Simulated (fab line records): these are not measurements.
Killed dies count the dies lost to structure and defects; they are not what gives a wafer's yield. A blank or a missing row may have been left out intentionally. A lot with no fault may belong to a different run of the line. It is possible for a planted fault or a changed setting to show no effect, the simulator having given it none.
A struck lot beside a sound one || flow gf180mcu || 14 out of 602 route steps
Sound: these wafers, L355.2, L355.3, L355.5. Wafers L350.2, L350.3, L350.4 were the ones struck. The cause comes at the end.
For every step that has rows: the tool of each side, followed by ch and its chambers, followed by its first start. Under that, the readings that differ: sound wafers || struck wafers || difference of the means || sigmas: that difference in standard deviations of wafers without a fault.
alike: same words and numbers on both sides, and readings whose means sit less than 2 such deviations apart. not compared: any withheld reading, any reading some wafer has no value for, any bound like >300 that may hide the same value, and any number with overlapping values for which the record gives no deviation.
The two part at a step that has a row with sigmas, a row that says differs or no value, or rows on one side only. Numbers that have no deviation but don't overlap get no sigmas and don't part them. Lack of a reading on every wafer of one side parts them only where that side has two or more wafers.

GF_SAB_STRIP_13: strips in O2/N2.
  sound on plasma_asher-02 ch 0, day 21 03:23; struck on plasma_asher-03 ch 0,1, day 19 10:02
{"reading": "drypump_motor_current_A (A)", "sound": "5.01 5.02 5.01", "struck": "5.41 5.87 5.42", "difference": "+0.55", "sigmas": "+2"}
  alike: heater_power_w, oes_product_au, platen_temp_c, strip_time_to_endpoint_s
  not compared: rf_hours_counter_h
then, 2 steps without rows for these wafers: GF_SALICIDE_CLEAN_00 (cleans in SC1/SC2, time 150 s); GF_SALICIDE_WET_ETCH_01 (etches SiO2 in dHF, target depth 5 nm, time 100 s).
GF_SALICIDE_SPUTTER_02: material Co, target thk 10 nm, time 20 s.
  sound: pvd_sputter-03 at day 21 03:35; struck: pvd_sputter-01 at day 19 10:14
  alike: throttle_valve_pct
GF_SALICIDE_SPUTTER_03: material TiN, target thk 20 nm, time 16.7 s.
  sound: pvd_sputter-03 at day 21 03:36; struck: pvd_sputter-01 at day 19 10:16
  alike: throttle_valve_pct
GF_SALICIDE_RS_MEAS_04: measurement is done with a four-point probe.
  sound: film_metro-03 at day 21 03:39; struck: film_metro-01 at day 19 10:19
{"reading": "SALICIDE_TIN_RS (ohm/sq)", "sound": "16.31 16.72 16.34", "struck": "16.03 15.90 15.87", "difference": -0.52, "sigmas": -2}
GF_SALICIDE_THK_MEAS_05: measures by xrf.
  sound: film_metro-03 at day 21 03:46; struck: film_metro-01 at day 19 10:25
{"reading": "SALICIDE_TIN_THK (nm)", "sound": "20.45 20.13 20.42", "struck": "19.80 19.73 19.81", "difference": -0.55, "sigmas": -3}
GF_SALICIDE_RTA_06: time 30 s.
  sound on rtp_anneal-01 ch 0, day 21 03:50; struck on rtp_anneal-01 ch 0, day 19 10:29
  alike: lamp_power_pct, wafer_temp_C_max
then, 1 step without rows for these wafers: GF_SALICIDE_WET_ETCH_07 (etches the open film in SPM, target depth 120 nm).
GF_SALICIDE_RTA_08: time 30 s.
  sound on rtp_anneal-02 ch 0, day 21 04:02; struck on rtp_anneal-02 ch 0, day 19 10:41
  alike: lamp_power_pct, wafer_temp_C_max
then, 1 step without rows for these wafers: GF_CONTACT_CVD_00 (deposits SiO2, target thk 300 nm, time 50 s).
GF_CONTACT_THK_MEAS_01:
  sound: film_metro-04 at day 21 04:10; struck: film_metro-02 at day 19 10:49
  alike: CONTACT_CVD_00_THK
GF_CONTACT_CVD_02: deposits SiO2 from TEOS, target thk 860 nm, time 95.992 s.
  sound on pecvd-04 ch 0,1,2, day 21 04:13; struck on pecvd-03 ch 0,1,2, day 19 10:52
  no value came back on the struck wafers for heater_power_outer_w (W), heater_power_w (W), rf_fwd_power_W (W); on the sound wafers heater_power_outer_w (W) reads 318 299 571
GF_PASSIVATION_PROBE_99:
  the record has rows for the sound wafers here (prober-02, day 33 13:47) and none for the struck ones

## WHERE THEY PART
First at GF_SAB_STRIP_13; last, within this record, at GF_PASSIVATION_PROBE_99.

WHY: what the simulator had put in
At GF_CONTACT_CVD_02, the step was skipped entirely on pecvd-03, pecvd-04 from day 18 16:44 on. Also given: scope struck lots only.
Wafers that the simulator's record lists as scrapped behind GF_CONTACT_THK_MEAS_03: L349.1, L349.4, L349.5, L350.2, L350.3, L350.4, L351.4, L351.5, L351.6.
